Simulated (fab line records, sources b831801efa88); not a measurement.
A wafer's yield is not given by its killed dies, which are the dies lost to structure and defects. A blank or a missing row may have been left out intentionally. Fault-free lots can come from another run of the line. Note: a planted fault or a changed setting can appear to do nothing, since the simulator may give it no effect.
The tool behind it: which one? :: flow sky130 :: 6 lots, 18 wafers sampled, at 2 steps of a route of 708

== WHAT THE GAUGES SHOWED, per wafer ==
SKY_VT_ADJUST_HVTP_TW_MEAS_11.
lot: L261
measured: day 8 13:18
on: film_metro-01
VT_ADJUST_HVTP_TW: 1371 1364 1371

lot: L264
measured: day 9 00:56
on: film_metro-02
VT_ADJUST_HVTP_TW: 1353 1354 1350

lot: L268
measured: day 10 12:44
on: film_metro-01
VT_ADJUST_HVTP_TW: 1374 1367 1372

lot: L271
measured: day 10 18:23
on: film_metro-02
VT_ADJUST_HVTP_TW: 1369 1358 1353

lot: L274
measured: day 11 17:37
on: film_metro-04
VT_ADJUST_HVTP_TW: 1324 1322 1327

lot: L276
measured: day 12 05:56
on: film_metro-01
VT_ADJUST_HVTP_TW: 1326 1327 1319

== TOOL THAT RAN EACH LOT (tool first, then ch and the chambers of the sampled wafers, then the start) ==
lot: L261
SKY_VT_ADJUST_HVTP_IMPLANT_09: implanter-02 ch 0, day 8 13:04

lot: L264
SKY_VT_ADJUST_HVTP_IMPLANT_09: implanter-04 ch 0, day 9 00:43

lot: L268
SKY_VT_ADJUST_HVTP_IMPLANT_09: implanter-01 ch 0, day 10 12:30

lot: L271
SKY_VT_ADJUST_HVTP_IMPLANT_09: implanter-02 ch 0, day 10 18:09

lot: L274
SKY_VT_ADJUST_HVTP_IMPLANT_09: implanter-01 ch 0, day 11 17:22

lot: L276
SKY_VT_ADJUST_HVTP_IMPLANT_09: implanter-01 ch 0, day 12 05:41
- SKY_VT_ADJUST_HVTP_IMPLANT_09

== THE ANSWER, worked out from the rows above alone ==
Rule: what is usual is taken from the lots themselves. The widest of any qualifying gaps counts: lots, ordered by their means at a reading, are off when they make up no more than a third of the lots, leave a main group of 4 or more, and stand apart from it by 3 or more times the standard deviation of that group's means. A main group is skipped when, at the precision printed for the reading in the tables above, its means are all equal. Also off: a lot with no number at a reading for which 4 or more lots have one. The other lots that the step has rows for count as sound.
Off: at SKY_VT_ADJUST_HVTP_TW_MEAS_11 (VT_ADJUST_HVTP_TW), L274, L276. For the main group the mean is 1363 and the standard deviation 7.4.
If a tool, at a process step before that reading, ran all the lots that are off and no sound lot after the first of them, it fits. Those tools and the gauges at SKY_VT_ADJUST_HVTP_TW_MEAS_11 are tried in the same way. One fits: SKY_VT_ADJUST_HVTP_IMPLANT_09 on implanter-01. A fault onset in the window from L268 (day 10 12:30, its last sound lot) to L274 (day 11 17:22, its first lot off) fits.

== WHAT HAD BEEN PUT IN BY THE SIMULATOR ==
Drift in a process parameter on implanter-01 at SKY_VT_ADJUST_HVTP_IMPLANT_09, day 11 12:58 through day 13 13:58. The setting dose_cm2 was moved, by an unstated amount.
Shown lots that were struck: L274, L276. The rule above reached the same finding.
